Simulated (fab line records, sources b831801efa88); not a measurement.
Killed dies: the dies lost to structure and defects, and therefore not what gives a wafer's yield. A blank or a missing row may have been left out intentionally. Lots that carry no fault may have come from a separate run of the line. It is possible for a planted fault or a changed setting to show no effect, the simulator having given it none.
Chamber matching -- flow sky130 -- SKY_PASSIVATION_ETCH_11 on rie-diel-03 has 4 sister chambers
The step etches the open film in CF4/O2, stops on AlCu, target depth 725 nm, time 161.1 s. 18 wafers are shown with their chamber, then 9 later ones without.

== WAFERS WITH THEIR CHAMBER ==
wafer,chamber,drypump-motor-current-A (A),throttle-valve-pct (%),oes-product-au (a.u.)
L076.2,0,5.0,5.962,0.987
L076.3,3,5.4,5.959,0.978
L076.4,1,5.6,5.971,0.987
L081.1,2,6.1,5.957,0.979
L081.2,0,5.1,5.953,0.978
L081.3,1,5.6,5.966,0.985
L081.4,3,5.4,5.973,0.990
L081.5,1,5.6,5.960,0.983
L081.6,0,5.1,5.965,0.984
L083.1,0,5.1,5.975,0.981
L083.2,3,5.4,5.961,0.975
L083.3,2,6.1,5.961,0.981
L083.4,1,5.6,5.972,0.993
L083.5,0,5.1,5.974,0.989
L083.6,1,5.6,5.952,0.971
L089.2,1,5.6,5.969,0.984
L089.4,0,5.1,5.976,0.978
L089.5,3,5.4,5.982,0.996

SIGNATURES, as means of the wafers listed above
reading,chamber 0,chamber 1,chamber 2,chamber 3,scatter within a chamber
drypump-motor-current-A,5.083,5.600,6.100,5.400,0.0244
throttle-valve-pct,5.96750,5.96500,5.95900,5.96875,0.00874
oes-product-au,0.98283,0.98383,0.98000,0.98475,0.00689
Rule: for each reading, subtract the chamber's mean from the wafer's reading, divide by that reading's scatter and square the result; add these up over the readings and take the root, which gives the wafer's distance from the chamber. The wafer belongs to the nearest chamber; if the next one is less than 2 further off, it can't be placed. The scatter is the square root of a quotient: the sum, over the shown wafers, of each reading's squared deviation from its chamber's mean, divided by wafers minus chambers.

== WAFERS WHOSE CHAMBER IS MISSING ==
wafer,drypump-motor-current-A (A),throttle-valve-pct (%),oes-product-au (a.u.)
L091.4,5.0,5.970,0.979
L091.5,6.1,5.976,0.983
L091.6,5.6,5.951,0.974
L094.2,6.1,5.961,0.965
L094.3,5.6,5.941,0.975
L094.4,5.4,5.979,0.980
L096.2,5.1,5.967,0.969
L096.3,5.4,5.963,0.970
L096.6,5.6,5.961,0.970

== THE CHAMBER EACH PASSED THROUGH ==
wafer,from the rows above,in truth
L091.4,0,0
L091.5,2,2
L091.6,1,1
L094.2,2,2
L094.3,1,1
L094.4,3,3
L096.2,0,0
L096.3,3,3
L096.6,1,1
Correctly placed: 9 of 9. Can't be placed from these rows: 0. Wrongly placed: 0.
